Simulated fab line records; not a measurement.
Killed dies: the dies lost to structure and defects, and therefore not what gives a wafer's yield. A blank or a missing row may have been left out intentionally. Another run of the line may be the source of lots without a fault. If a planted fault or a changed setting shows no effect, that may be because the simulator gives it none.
What tool caused it? + flow sky130 + Sampling: 24 lots, 72 wafers, 5 of 708 route steps

== WHAT EACH GAUGE READ, for each wafer ==
SKY_VIA3_THK_MEAS_01. Usual: for VIA3_HDPCVD_THK the level is 1626 nm and the standard deviation is 21.
| lot  | measured     | on            | VIA3_HDPCVD_THK (nm) | flag |
|------|--------------|---------------|----------------------|------|
| L074 | day 38 22:18 | film_metro-03 | 1620 1652 1596       |      |
| L075 | day 39 02:56 | film_metro-03 | 1629 1608 1633       |      |
| L076 | day 39 08:35 | film_metro-04 | 1597 1651 1631       |      |
| L077 | day 39 22:16 | film_metro-04 | 1658 1623 1644       |      |
| L078 | day 40 00:28 | film_metro-03 | 1629 1664 1611       |      |
| L079 | day 40 08:17 | film_metro-04 | 1642 1635 1631       |      |
| L080 | day 40 19:38 | film_metro-04 | 1601 1608 1613       |      |
| L081 | day 41 02:14 | film_metro-03 | 1631 1625 1582       |      |
| L082 | day 41 04:29 | film_metro-04 | 1589 1592 1570       |      |
| L083 | day 41 08:02 | film_metro-01 | 1609 1628 1633       |      |
| L084 | day 42 00:43 | film_metro-04 | 1634 1604 1633       |      |
| L085 | day 42 03:21 | film_metro-03 | 1678 1646 1665       |      |
| L086 | day 42 10:53 | film_metro-03 | 1639 1628 1621       |      |
| L087 | day 42 20:08 | film_metro-03 | 1626 1602 1629       |      |
| L088 | day 43 01:13 | film_metro-01 | 1657 1611 1638       |      |
| L089 | day 43 06:16 | film_metro-01 | 1600 1630 1630       |      |
| L090 | day 43 13:30 | film_metro-03 | 1610 1617 1642       |      |
| L091 | day 43 19:45 | film_metro-04 | 1610 1608 1611       |      |
| L092 | day 44 02:26 | film_metro-03 | 1649 1677 1642       |      |
| L093 | day 44 09:11 | film_metro-04 | 1637 1633 1621       |      |
| L094 | day 44 09:57 | film_metro-04 | 1624 1642 1633       |      |
| L095 | day 44 16:38 | film_metro-04 | 1640 1630 1650       |      |
| L096 | day 44 22:22 | film_metro-01 | 1611 1639 1630       |      |
| L097 | day 45 07:08 | film_metro-03 | 1574 1598 1631       |      |

SKY_CAP2M_RS_MEAS_03: the measuring method here is four-point-probe. Usual: for CAP2M_TIN_RS the level is 6.93 ohm/sq and the standard deviation is 0.083.
| lot  | measured     | on            | CAP2M_TIN_RS (ohm/sq) | flag |
|------|--------------|---------------|-----------------------|------|
| L074 | day 40 01:58 | film_metro-04 | 7.00 7.02 6.97        |      |
| L075 | day 40 06:40 | film_metro-01 | 6.89 6.91 7.01        |      |
| L076 | day 40 12:02 | film_metro-04 | 7.04 6.99 7.00        |      |
| L077 | day 41 00:33 | film_metro-04 | 6.91 6.78 6.89        |      |
| L078 | day 41 03:13 | film_metro-02 | 6.76 6.79 6.73        |      |
| L079 | day 41 10:31 | film_metro-04 | 6.98 6.87 6.87        |      |
| L080 | day 41 21:33 | film_metro-01 | 6.86 6.91 6.94        |      |
| L081 | day 42 04:52 | film_metro-04 | 6.92 7.00 7.10        |      |
| L082 | day 42 06:43 | film_metro-01 | 6.92 6.95 6.98        |      |
| L083 | day 42 10:25 | film_metro-01 | 7.05 6.89 7.07        |      |
| L084 | day 43 02:40 | film_metro-01 | 6.92 6.90 6.79        |      |
| L085 | day 43 04:20 | film_metro-02 | 6.84 6.98 6.99        |      |
| L086 | day 43 12:24 | film_metro-04 | 6.90 6.86 6.93        |      |
| L087 | day 43 21:52 | film_metro-02 | 6.85 6.91 7.00        |      |
| L088 | day 44 02:32 | film_metro-02 | 6.91 6.92 6.89        |      |
| L089 | day 44 06:55 | film_metro-01 | 6.94 6.93 6.91        |      |
| L090 | day 44 13:38 | film_metro-02 | 7.00 6.94 6.96        |      |
| L091 | day 44 19:59 | film_metro-01 | 6.86 6.96 6.93        |      |
| L092 | day 45 02:46 | film_metro-02 | 6.88 6.87 7.03        |      |
| L093 | day 45 09:48 | film_metro-02 | 7.01 7.03 6.95        |      |
| L094 | day 45 10:31 | film_metro-01 | 7.03 6.99 6.96        |      |
| L095 | day 45 16:52 | film_metro-04 | 6.87 6.78 6.79        |      |
| L096 | day 45 22:47 | film_metro-02 | 6.79 6.88 6.82        |      |
| L097 | day 46 08:07 | film_metro-04 | 7.04 6.87 6.87        |      |

== WHICH TOOL RAN EACH LOT (tool, then ch and the chambers of the sampled wafers, then the start) ==
| lot  | SKY_METAL3_METAL_ETCH_18          | SKY_VIA3_CVD_21               | SKY_VIA3_CMP_24               |
|------|-----------------------------------|-------------------------------|-------------------------------|
| L074 | rie_metal-02 ch 0,1, day 38 21:21 | cvd_w-01 ch 0,1, day 40 01:01 | cmp-01 ch 0,2,3, day 40 01:20 |
| L075 | rie_metal-03 ch 0,1, day 39 02:00 | cvd_w-01 ch 0,1, day 40 05:43 | cmp-01 ch 0,1, day 40 06:04   |
| L076 | rie_metal-03 ch 0,1, day 39 07:37 | cvd_w-02 ch 0,1, day 40 11:04 | cmp-02 ch 0,2,3, day 40 11:29 |
| L077 | rie_metal-03 ch 0,1, day 39 21:15 | cvd_w-01 ch 0,1, day 40 23:35 | cmp-02 ch 0,1,3, day 40 23:56 |
| L078 | rie_metal-01 ch 0,1, day 39 23:34 | cvd_w-01 ch 0,1, day 41 02:16 | cmp-02 ch 1,2,3, day 41 02:40 |
| L079 | rie_metal-02 ch 0,1, day 40 07:13 | cvd_w-02 ch 0,1, day 41 09:31 | cmp-02 ch 0,1,3, day 41 09:52 |
| L080 | rie_metal-02 ch 0,1, day 40 18:22 | cvd_w-01 ch 0,1, day 41 20:37 | cmp-02 ch 0,1,3, day 41 20:55 |
| L081 | rie_metal-02 ch 0,1, day 41 01:19 | cvd_w-02 ch 0,1, day 42 03:55 | cmp-02 ch 0,1,3, day 42 04:20 |
| L082 | rie_metal-01 ch 0,1, day 41 03:34 | cvd_w-02 ch 0,1, day 42 05:46 | cmp-02 ch 0,2,3, day 42 06:04 |
| L083 | rie_metal-03 ch 0,1, day 41 07:06 | cvd_w-02 ch 0,1, day 42 09:28 | cmp-01 ch 0,2,3, day 42 09:46 |
| L084 | rie_metal-01 ch 0,1, day 41 23:46 | cvd_w-02 ch 0,1, day 43 01:42 | cmp-02 ch 0,2,3, day 43 02:00 |
| L085 | rie_metal-02 ch 1, day 42 02:22   | cvd_w-02 ch 0,1, day 43 03:22 | cmp-01 ch 0,2, day 43 03:43   |
| L086 | rie_metal-03 ch 0,1, day 42 09:57 | cvd_w-02 ch 0,1, day 43 11:27 | cmp-01 ch 2,3, day 43 11:46   |
| L087 | rie_metal-02 ch 0,1, day 42 19:13 | cvd_w-02 ch 0,1, day 43 20:55 | cmp-02 ch 2,3, day 43 21:13   |
| L088 | rie_metal-03 ch 0,1, day 43 00:16 | cvd_w-02 ch 0,1, day 44 01:34 | cmp-02 ch 0,2,3, day 44 01:58 |
| L089 | rie_metal-03 ch 0,1, day 43 05:19 | cvd_w-02 ch 0,1, day 44 05:57 | cmp-01 ch 0,1,2, day 44 06:19 |
| L090 | rie_metal-02 ch 0,1, day 43 12:33 | cvd_w-02 ch 0,1, day 44 12:41 | cmp-01 ch 2,3, day 44 12:59   |
| L091 | rie_metal-02 ch 0,1, day 43 18:49 | cvd_w-02 ch 0,1, day 44 19:02 | cmp-01 ch 1,2,3, day 44 19:20 |
| L092 | rie_metal-02 ch 0,1, day 44 01:28 | cvd_w-02 ch 0,1, day 45 01:49 | cmp-02 ch 1,2, day 45 02:07   |
| L093 | rie_metal-01 ch 0,1, day 44 08:16 | cvd_w-02 ch 0, day 45 08:46   | cmp-02 ch 0,2,3, day 45 09:13 |
| L094 | rie_metal-03 ch 0,1, day 44 08:34 | cvd_w-02 ch 0, day 45 09:28   | cmp-02 ch 0,2, day 45 09:51   |
| L095 | rie_metal-01 ch 0,1, day 44 15:39 | cvd_w-02 ch 0,1, day 45 15:54 | cmp-01 ch 1,2,3, day 45 16:12 |
| L096 | rie_metal-02 ch 0,1, day 44 21:24 | cvd_w-02 ch 0,1, day 45 21:49 | cmp-01 ch 0,1,2, day 45 22:07 |
| L097 | rie_metal-02 ch 0,1, day 45 06:09 | cvd_w-02 ch 0,1, day 46 06:52 | cmp-01 ch 0,2,3, day 46 07:32 |
- SKY_METAL3_METAL_ETCH_18: etches the open film in Cl2/BCl3, stops on SiO2, target depth 845 nm, time 183.1 s.
- SKY_VIA3_CVD_21: deposits W, target thk 390 nm, time 117.31 s.
- SKY_VIA3_CMP_24: polishes, stops on SiO2, t overpolish 20 s, target thk 0 nm.

== AS READ BY THE TOOLS THEMSELVES (means over the sampled wafers that have a number; for cases with no such wafer, the mark the record gives instead) ==
SKY_METAL3_METAL_ETCH_18. Usual: drypump_motor_current_A 5.69 A, standard deviation 0.23; oes_product_au 0.866 a.u., standard deviation 0.0075; throttle_valve_pct 22.265 %, standard deviation 0.0091.
| lot  | tool         | drypump_motor_current_A (A) | oes_product_au (a.u.) | throttle_valve_pct (%) | flag |
|------|--------------|-----------------------------|-----------------------|------------------------|------|
| L074 | rie_metal-02 | 5.74                        | 0.869                 | 22.265                 |      |
| L075 | rie_metal-03 | 5.51                        | 0.864                 | 22.269                 |      |
| L076 | rie_metal-03 | 5.65                        | 0.858                 | 22.262                 |      |
| L077 | rie_metal-03 | 5.48                        | 0.868                 | 22.273                 |      |
| L078 | rie_metal-01 | 5.78                        | 0.868                 | 22.262                 |      |
| L079 | rie_metal-02 | 5.74                        | 0.867                 | 22.260                 |      |
| L080 | rie_metal-02 | 5.74                        | 0.867                 | 22.265                 |      |
| L081 | rie_metal-02 | 5.87                        | 0.866                 | 22.270                 |      |
| L082 | rie_metal-01 | 5.76                        | 0.867                 | 22.263                 |      |
| L083 | rie_metal-03 | 5.49                        | 0.867                 | 22.266                 |      |
| L084 | rie_metal-01 | 5.75                        | 0.866                 | 22.270                 |      |
| L085 | rie_metal-02 | 5.97                        | 0.864                 | 22.267                 |      |
| L086 | rie_metal-03 | 5.63                        | 0.872                 | 22.266                 |      |
| L087 | rie_metal-02 | 5.74                        | 0.867                 | 22.266                 |      |
| L088 | rie_metal-03 | 5.62                        | 0.858                 | 22.257                 |      |
| L089 | rie_metal-03 | 5.50                        | 0.855                 | 22.272                 |      |
| L090 | rie_metal-02 | 5.86                        | 0.869                 | 22.270                 |      |
| L091 | rie_metal-02 | 5.72                        | 0.876                 | 22.258                 |      |
| L092 | rie_metal-02 | 5.74                        | 0.859                 | 22.275                 |      |
| L093 | rie_metal-01 | 5.74                        | 0.866                 | 22.255                 |      |
| L094 | rie_metal-03 | 5.51                        | 0.865                 | 22.265                 |      |
| L095 | rie_metal-01 | 5.75                        | 0.859                 | 22.267                 |      |
| L096 | rie_metal-02 | 5.73                        | 0.864                 | 22.266                 |      |
| L097 | rie_metal-02 | 5.73                        | 0.861                 | 22.261                 |      |

SKY_VIA3_CVD_21. Usual: chamber_pressure_Torr 39.98 Torr, standard deviation 0.094; heater_power_w 792 W, standard deviation 41.
| lot  | tool     | chamber_pressure_Torr (Torr) | heater_power_w (W) | flag |
|------|----------|------------------------------|--------------------|------|
| L074 | cvd_w-01 | 40.03                        | 831                |      |
| L075 | cvd_w-01 | 40.03                        | 837                |      |
| L076 | cvd_w-02 | 39.91                        | 795                |      |
| L077 | cvd_w-01 | 39.99                        | 835                |      |
| L078 | cvd_w-01 | 39.94                        | 790                |      |
| L079 | cvd_w-02 | 40.02                        | 777                |      |
| L080 | cvd_w-01 | 40.03                        | 787                |      |
| L081 | cvd_w-02 | 39.96                        | 776                |      |
| L082 | cvd_w-02 | 40.06                        | 785                |      |
| L083 | cvd_w-02 | 40.01                        | 790                |      |
| L084 | cvd_w-02 | 40.02                        | 788                |      |
| L085 | cvd_w-02 | 40.12                        | 788                |      |
| L086 | cvd_w-02 | 39.96                        | 785                |      |
| L087 | cvd_w-02 | 40.03                        | 786                |      |
| L088 | cvd_w-02 | 39.98                        | 784                |      |
| L089 | cvd_w-02 | 39.99                        | 783                |      |
| L090 | cvd_w-02 | 39.95                        | 795                |      |
| L091 | cvd_w-02 | 39.93                        | 790                |      |
| L092 | cvd_w-02 | 39.95                        | 793                |      |
| L093 | cvd_w-02 | 39.89                        | 805                |      |
| L094 | cvd_w-02 | 39.95                        | 790                |      |
| L095 | cvd_w-02 | 40.00                        | 787                |      |
| L096 | cvd_w-02 | 39.93                        | 779                |      |
| L097 | cvd_w-02 | 39.92                        | 771                |      |

SKY_VIA3_CMP_24. Usual: motor_current_A 11.0 A, standard deviation 1.2; overpolish_run_s 20.002 s, standard deviation 0.009; time_to_endpoint_s 93 s, standard deviation 5.1.
| lot  | tool   | motor_current_A (A) | overpolish_run_s (s) | time_to_endpoint_s (s) | flag |
|------|--------|---------------------|----------------------|------------------------|------|
| L074 | cmp-01 | 11.2                | 20.008               | 91                     |      |
| L075 | cmp-01 | 10.8                | 19.999               | 87                     |      |
| L076 | cmp-02 | 10.4                | 20.005               | 90                     |      |
| L077 | cmp-02 | 10.4                | 20.005               | 89                     |      |
| L078 | cmp-02 | 11.4                | 20.002               | 95                     |      |
| L079 | cmp-02 | 10.6                | 20.005               | 93                     |      |
| L080 | cmp-02 | 10.4                | 20.004               | 95                     |      |
| L081 | cmp-02 | 10.3                | 19.992               | 95                     |      |
| L082 | cmp-02 | 10.3                | 19.999               | 91                     |      |
| L083 | cmp-01 | 10.7                | 20.011               | 89                     |      |
| L084 | cmp-02 | 10.6                | 20.005               | 94                     |      |
| L085 | cmp-01 | 10.6                | 20.006               | 90                     |      |
| L086 | cmp-01 | 10.8                | 20.007               | 88                     |      |
| L087 | cmp-02 | 10.1                | 20.000               | 95                     |      |
| L088 | cmp-02 | 10.6                | 20.006               | 95                     |      |
| L089 | cmp-01 | 11.0                | 20.002               | 94                     |      |
| L090 | cmp-01 | 10.9                | 20.007               | 94                     |      |
| L091 | cmp-01 | 11.0                | 20.003               | 90                     |      |
| L092 | cmp-02 | 12.2                | 20.005               | 103                    |      |
| L093 | cmp-02 | 10.6                | 19.996               | 91                     |      |
| L094 | cmp-02 | 11.1                | 20.003               | 96                     |      |
| L095 | cmp-01 | 11.1                | 20.002               | 92                     |      |
| L096 | cmp-01 | 10.9                | 20.006               | 90                     |      |
| L097 | cmp-01 | 11.2                | 19.992               | 92                     |      |

== THE ANSWER, worked out from the rows above alone ==
Rule: a lot is off if the mean of its wafers that have a number lies more than 3 standard deviations from the usual mean. A lot without any number at a reading at which 4 lots or more have one is off too. The other lots that the step has rows for count as sound. The gauges are gone through in route order, then the tools' own readings, and for those a lot's mean is taken as printed above. The first step at which some lot is off is used, and at that step the reading that is off furthest; a lot without a number counts as furthest.
Nothing can be told from this: no lot is off at any reading shown.

== WHAT THE SIMULATOR HAD INSERTED ==
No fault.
